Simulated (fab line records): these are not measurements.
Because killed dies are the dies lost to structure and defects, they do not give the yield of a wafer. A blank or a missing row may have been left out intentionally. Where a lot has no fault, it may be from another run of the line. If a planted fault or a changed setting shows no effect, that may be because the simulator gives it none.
Chamber matching || flow gf180mcu || GF_SAB_CVD_00 on pecvd-02 has 3 sister chambers
The step deposits SiO2 from TEOS, target thk 50 nm, time 4.9302 s. 3 wafers are shown with their chamber, then 9 later ones without.

== WAFERS WITH THEIR CHAMBER ==
{"wafer": "L527.4", "chamber": 1, "heater_power_w (W)": 761}
{"wafer": "L527.5", "chamber": 0, "heater_power_w (W)": 499}
{"wafer": "L527.6", "chamber": 2, "heater_power_w (W)": 633}

== WAFERS WHOSE CHAMBER IS MISSING ==
{"wafer": "L529.2", "heater_power_w (W)": 810}
{"wafer": "L529.5", "heater_power_w (W)": 553}
{"wafer": "L529.6", "heater_power_w (W)": 802}
{"wafer": "L530.2", "heater_power_w (W)": 613}
{"wafer": "L530.4", "heater_power_w (W)": 558}
{"wafer": "L530.6", "heater_power_w (W)": 621}
{"wafer": "L532.1", "heater_power_w (W)": 535}
{"wafer": "L532.3", "heater_power_w (W)": 588}
{"wafer": "L532.6", "heater_power_w (W)": 813}

== THE CHAMBER EACH PASSED THROUGH ==
{"wafer": "L529.2", "from the rows above": 1, "in truth": 1}
{"wafer": "L529.5", "from the rows above": "can't be placed: 0 or 2", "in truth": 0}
{"wafer": "L529.6", "from the rows above": 1, "in truth": 1}
{"wafer": "L530.2", "from the rows above": 2, "in truth": 2}
{"wafer": "L530.4", "from the rows above": "can't be placed: 0 or 2", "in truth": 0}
{"wafer": "L530.6", "from the rows above": 2, "in truth": 2}
{"wafer": "L532.1", "from the rows above": "can't be placed: 0 or 2", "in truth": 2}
{"wafer": "L532.3", "from the rows above": "can't be placed: 2 or 0", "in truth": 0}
{"wafer": "L532.6", "from the rows above": 1, "in truth": 1}
Correctly placed: 5 of 9. Unplaceable from these rows: 4, with the true chamber sitting among the candidates in 4. 0 placed wrongly.
How it was worked out, from the rows above alone: a wafer's distance from a chamber is the root of the sum, over the readings, of the square of ((its reading less the chamber's mean) divided by the reading's scatter). The wafer belongs to the nearest chamber; if the next one is less than 2 further off, it can't be placed. Each chamber's mean is taken over the wafers shown for it. The scatter: with one shown wafer a chamber, the root of the mean of the squares of how far each hidden wafer lies from its nearest shown one.
